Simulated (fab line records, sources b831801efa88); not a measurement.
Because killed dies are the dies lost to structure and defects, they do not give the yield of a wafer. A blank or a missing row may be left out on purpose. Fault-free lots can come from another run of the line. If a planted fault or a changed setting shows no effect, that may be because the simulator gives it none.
Comparing a struck lot with a sound one :: flow sky130 :: 15 steps out of a route of 708
Sound: these wafers, L465.1, L465.3, L465.5. Wafers struck: L454.1, L454.2, L454.6. The cause comes at the end.
Order at every step that has rows: each side's tool, ch and its chambers, its first start. Under that, the readings that differ: sound wafers :: struck wafers :: difference of the means :: sigmas: that difference in standard deviations of wafers without a fault.
alike: readings whose means differ by less than 2 such deviations, and words and numbers that are the same on both sides. not compared: withheld readings, readings that some wafer has no value for, bounds like >300 that may hide the same value, and numbers for which the record gives no deviation and whose values overlap.
The two part at a step that has a row with sigmas, a row that says differs or no value, or rows on one side only. Non-overlapping numbers with no deviation appear without sigmas and do not part them. A reading that every wafer of one side lacks parts them only if that side has two wafers or more.

SKY_VIA1_OVL_MEAS_13:
  struck on overlay-01, day 37 18:08; sound on overlay-02, day 39 23:25
  alike: VIA1_OVL
SKY_VIA1_ETCH_14: etches BARC in N2/H2, stops on SiO2, time 45.9 s, target depth 60 nm.
  sound on rie_diel-04 ch 1,3, day 39 23:28; struck on rie_diel-04 ch 0,2, day 37 18:11
  alike: drypump_motor_current_A, oes_product_au, throttle_valve_pct
  not compared: rf_hours_counter_h
SKY_VIA1_ETCH_15: etches SiO2 in C4F8/O2/Ar, stops on TiN, target depth 351 nm, time 54 s.
  sound on rie_diel-04 ch 1,3, day 39 23:30; struck on rie_diel-04 ch 0,2, day 37 18:13
  alike: oes_product_au
  not compared: rf_hours_counter_h
SKY_VIA1_STRIP_16: strips in O2/N2.
  sound on plasma_asher-03 ch 0,1, day 39 23:33; struck on plasma_asher-02 ch 0,1, day 37 18:16
  alike: drypump_motor_current_A, o2_flow_sccm, oes_product_au, strip_time_to_endpoint_s
  not compared: rf_hours_counter_h
then, 4 steps without rows for these wafers: SKY_VIA1_STRIP_17 (strips in post etch residue remover, time 1200 s); SKY_VIA1_CLEAN_18 (cleans in IPA, time 180 s); SKY_VIA1_CLEAN_19 (cleans in O3/DIW); SKY_VIA1_SPUTTER_20 (material TiN, target thk 20 nm, time 80 s).
SKY_VIA1_CVD_21: deposits W, target thk 270 nm, time 80.902 s.
  sound on cvd_w-02 ch 0,1, day 40 00:15; struck on cvd_w-02 ch 0,1, day 37 18:58
  alike: heater_power_w
SKY_VIA1_RS_MEAS_22: measurement is done with a four-point probe.
  struck on film_metro-02, day 37 19:03; sound on film_metro-02, day 40 00:20
  alike: VIA1_W_RS
SKY_VIA1_THK_MEAS_23: measures by xrf.
  struck on film_metro-02, day 37 19:10; sound on film_metro-02, day 40 00:28
  alike: VIA1_W_THK
SKY_VIA1_CMP_24: polishes, stops on SiO2, t overpolish 15 s, target thk 0 nm.
  sound on cmp-01 ch 1,2, day 40 00:34; struck on cmp-02 ch 0,1,2, day 37 19:20
  alike: motor_current_A, overpolish_run_s, retaining_ring_pressure_frac, slurry_flow_ml_min, time_to_endpoint_s
SKY_METAL2_SPUTTER_00: material Ti, target thk 15 nm, time 10 s.
  struck on pvd_sputter-01, day 37 19:32; sound on pvd_sputter-01, day 40 00:52
  no value came back on the struck wafers for cathode_dc_power_W (W), chamber_pressure_pa (Pa), throttle_valve_pct (%); on the sound wafers cathode_dc_power_W (W) reads 3000.0 2998.9 3000.7
then, 1 step without rows for these wafers: SKY_METAL2_SPUTTER_01 (material TiN, target thk 20 nm, time 16.7 s).
-- the record jumps here: 11 days lie between the struck wafers' starts before and after (it left off in module METAL2 and takes up again in module PAD_OPEN, whose first step shown is number 708 of the route) --
SKY_PAD_OPEN_PROBE_99:
  struck on prober-01, day 48 16:47; sound on prober-01, day 50 07:01
  alike: defect_limited_yield, killed_at_M0_to_M3, killed_at_M4_up, killed_at_contacts, killed_at_front_end, killed_at_other, killed_dies, killed_open, killed_short, sort_bin_3_pad_short, sort_bin_5_function, sort_bin_6_memory, sort_n_pass, sort_yield_pct
  not compared: model.etest.via1_chain.rc_ohm

WHERE THEY PART
SKY_METAL2_SPUTTER_00 only, going by this record. Later steps at which nothing parts them and some readings are alike: SKY_PAD_OPEN_PROBE_99.

WHY: what the simulator had put in
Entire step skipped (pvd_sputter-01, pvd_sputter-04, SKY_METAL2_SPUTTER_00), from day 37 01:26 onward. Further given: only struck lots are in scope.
